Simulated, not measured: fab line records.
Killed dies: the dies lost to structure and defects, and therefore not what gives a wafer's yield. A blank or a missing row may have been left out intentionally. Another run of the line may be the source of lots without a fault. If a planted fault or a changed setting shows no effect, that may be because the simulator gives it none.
2 desks looking at one fault | flow gf180mcu | each desk holds nothing but its own numbers, with what lay behind them at the end

METROLOGY DESK
Lot by lot, what the gauges showed, no matter which tool ran the lot: averages of those sampled wafers that carry a number. Marked OUT: a lot whose mean sits more than 4 standard deviations from the usual mean, which makes it out of limits; the brackets give that distance.
Columns: A = STI_OXIDATION_02_THK at GF_STI_THK_MEAS_30, usual 9.93 nm; B = VT_IMPLANT_4_TW at GF_VT_IMPLANT_TW_MEAS_43, usual 693; C = cd_nm at GF_HV_LDD_CD_MEAS_31, usual 399.9 nm; D = HV_LDD_4_TW at GF_HV_LDD_TW_MEAS_50, usual 571
lot  | first seen here | A     | B              | C     | D
L394 | day 2 10:50     | 9.68  | 695            | 396.8 | 575
L395 | day 2 12:05     | 9.89  | 696            | 400.0 | 576
L396 | day 2 18:55     | 9.82  | 698            | 399.9 | 575
L397 | day 2 21:58     | 9.90  | 693            | 400.6 | 575
L398 | day 3 02:37     | 9.97  | 703            | 400.6 | 578
L400 | day 3 15:09     | 9.79  | 685            | 398.8 | 562
L402 | day 4 02:19     | 9.92  | 696            | 399.7 | 563
L401 | day 4 02:19     | 9.88  | 700            | 400.9 | 579
L406 | day 5 01:55     | 10.31 | 709            | 398.8 | 573
L407 | day 5 06:16     | 9.59  | 724 (+5.4) OUT | 401.3 | 562
L412 | day 6 06:55     | 9.76  | 684            | 395.3 | 572
L414 | day 6 21:40     | 9.85  | 685            | 400.4 | 572
L415 | day 7 04:31     | 9.80  | 697            | 400.8 | 574
L417 | day 7 17:18     | 10.09 | 698            | 399.2 | 576
This desk reports L407 out of limits; the earliest was L407 at day 11 07:20 (VT_IMPLANT_4_TW at GF_VT_IMPLANT_TW_MEAS_43). L394, L395, L396, L397, L398, L400, L402, L401, L406, L412, L414, L415, L417: within limits.

DESK OF THE TOOL OWNER: implanter-03
For each lot that ran on this tool, the mean over its sampled wafers that have a number, from the tool's own readings at GF_VT_IMPLANT_IMPLANT_41. Marked OUT: a lot whose mean sits more than 4 standard deviations from the usual mean, which makes it out of limits; the brackets give that distance.
Columns: A = dose_ions_cm2 at GF_VT_IMPLANT_IMPLANT_41, usual 1.0129e+12; B = faraday_current_uA at GF_VT_IMPLANT_IMPLANT_41, usual 5.71; C = tilt_deg at GF_VT_IMPLANT_IMPLANT_41, usual 6.998 degrees
lot  | first seen here | A                            | B               | C
L398 | day 8 10:14     | 1.0127e+12                   | 5.64            | 6.977
L402 | day 9 16:11     | 1.0142e+12                   | 5.65            | 6.974
L406 | day 11 01:34    | 1.1315e+12 (+99 or more) OUT | 6.38 (+5.6) OUT | 6.999
L407 | day 11 07:05    | 1.1304e+12 (+99 or more) OUT | 6.30 (+4.9) OUT | 7.016
Finding of this desk: L406, L407 out of limits; the first was L406 at day 11 01:34, on dose_ions_cm2 at GF_VT_IMPLANT_IMPLANT_41. L398, L402: within limits.

ALL TOGETHER
The tool owner's desk had the chance to raise an alarm at day 11 01:34 on L406, L407.
The metrology desk could have raised an alarm at day 11 07:20, on L407.
The metrology desk holds a record of L406, inside its limits.
All the named lots went through GF_VT_IMPLANT_IMPLANT_41 on implanter-03.

WHAT THE SIMULATOR PUT IN
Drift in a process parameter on implanter-03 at GF_VT_IMPLANT_IMPLANT_41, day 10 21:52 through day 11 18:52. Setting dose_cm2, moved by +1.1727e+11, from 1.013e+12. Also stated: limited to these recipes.
Shown lots that were struck: L406, L407.
Delay (hours) between the fault's onset and each desk's first out-of-limits reading: 4 at the tool owner's desk, 9 at the metrology desk.
